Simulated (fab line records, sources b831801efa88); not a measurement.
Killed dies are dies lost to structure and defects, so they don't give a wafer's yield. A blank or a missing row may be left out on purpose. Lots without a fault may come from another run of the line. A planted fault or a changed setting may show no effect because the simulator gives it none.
A struck lot beside a sound one | flow gf180mcu | 17 steps out of a route of 602
Sound: wafers L839.1, L839.4, L839.6. Struck: wafers L848.1, L848.4, L848.6. The cause comes at the end.
At each step with rows: each side's tool, then ch and its chambers, then its first start. Under that, the readings that differ: sound wafers | struck wafers | difference of the means | sigmas: that difference in standard deviations of wafers without a fault.
alike: readings whose means differ by less than 2 such deviations, and words and numbers that are the same on both sides. not compared: withheld readings, readings that some wafer has no value for, bounds like >300 that may hide the same value, and numbers for which the record gives no deviation and whose values overlap.
The two part at a step that has a row with sigmas, a row that says differs or no value, or rows on one side only. Numbers that don't overlap but have no deviation are shown without sigmas and don't part them. A reading that every wafer of one side lacks parts them only if that side has two wafers or more.

first, 4 steps without rows for these wafers: GF_M1_SOFTBAKE_10 (time 60 s); GF_M1_EXPOSE_11 (exposes mask Metal1, target cd 230 nm); GF_M1_PEB_12 (peb time 90 s); GF_M1_DEVELOP_13 (develop time 60 s).
GF_M1_CD_MEAS_14: target cd 230 nm.
  sound on cd_sem-02, day 19 03:57; struck on cd_sem-02, day 22 09:58
  alike: cd_nm
GF_M1_OVL_MEAS_15:
  sound on overlay-01, day 19 04:04; struck on overlay-01, day 22 10:05
  alike: M1_OVL
GF_M1_METAL_ETCH_16: etches the open film in Cl2/BCl3, stops on SiO2, target depth 750.8 nm, time 125.1 s.
  sound on rie_metal-04 ch 1, day 19 04:06; struck on rie_metal-04 ch 0,1, day 22 10:08
  alike: drypump_motor_current_A, oes_product_au, rf_fwd_power_W, throttle_valve_pct
  not compared: rf_hours_counter_h
GF_M1_STRIP_17: strips in O2/N2.
  sound on plasma_asher-01 ch 1, day 19 04:14; struck on plasma_asher-02 ch 0, day 22 10:16
  alike: drypump_motor_current_A, heater_power_w, oes_product_au, strip_time_to_endpoint_s
  not compared: rf_hours_counter_h
then, 3 steps without rows for these wafers: GF_M1_STRIP_18 (strips in post etch residue remover, time 1200 s); GF_M1_CLEAN_19 (cleans in DIW); GF_V1_CVD_00 (deposits SiO2, target thk 600 nm, time 100 s).
GF_V1_THK_MEAS_01:
  sound on film_metro-04, day 19 04:50; struck on film_metro-02, day 22 10:59
  reading            | sound       | struck      | difference | sigmas
  V1_CVD_00_THK (nm) | 584 589 598 | 609 614 606 | +19        | +3
GF_V1_CVD_02: deposits SiO2 from TEOS, target thk 850 nm, time 94.851 s.
  sound on pecvd-01 ch 0,1,2, day 19 04:54; struck on pecvd-04 ch 0,2, day 22 11:03
  reading                             | sound             | struck            | difference | sigmas
  heater_power_w (W)                  | 756 840 783       | 513 347 384       | -378       | -3
  rf_fwd_power_W (W)                  | 598.6 596.9 596.3 | 836.4 837.7 837.4 | +239.9     | +99 or more
  model.SiO2_of_V1_CVD_02.thk_nm (nm) | 829.1 837.3 849.7 | 933.3 950.4 942.3 | +103.3     |
  not compared: since_wet_clean_h
GF_V1_THK_MEAS_03:
  sound on film_metro-02, day 19 04:58; struck on film_metro-04, day 22 11:07
  reading            | sound       | struck      | difference | sigmas
  V1_CVD_02_THK (nm) | 829 838 849 | 933 950 943 | +103       | +7
GF_V1_CMP_04: polishes SiO2.
  sound on cmp-01 ch 0,2,3, day 19 05:05; struck on cmp-02 ch 0,2, day 22 11:11
  reading                | sound    | struck      | difference | sigmas
  time_to_endpoint_s (s) | 74 74 77 | 113 123 112 | +41        | +6
  alike: motor_current_A
GF_V1_BOW_MEAS_05:
  sound on film_metro-01, day 19 05:20; struck on film_metro-04, day 22 11:29
  alike: V1_BOW
-- the record jumps here: 11 days lie between the struck wafers' starts before and after (it left off in module V1 and takes up again in module PASSIVATION, whose first step shown is number 602 of the route) --
GF_PASSIVATION_PROBE_99:
  the record has rows for the struck wafers here (prober-01, day 33 02:10) and none for the sound ones

WHERE THEY PART
First at GF_V1_THK_MEAS_01; last, within this record, at GF_PASSIVATION_PROBE_99.

WHY: what the simulator had put in
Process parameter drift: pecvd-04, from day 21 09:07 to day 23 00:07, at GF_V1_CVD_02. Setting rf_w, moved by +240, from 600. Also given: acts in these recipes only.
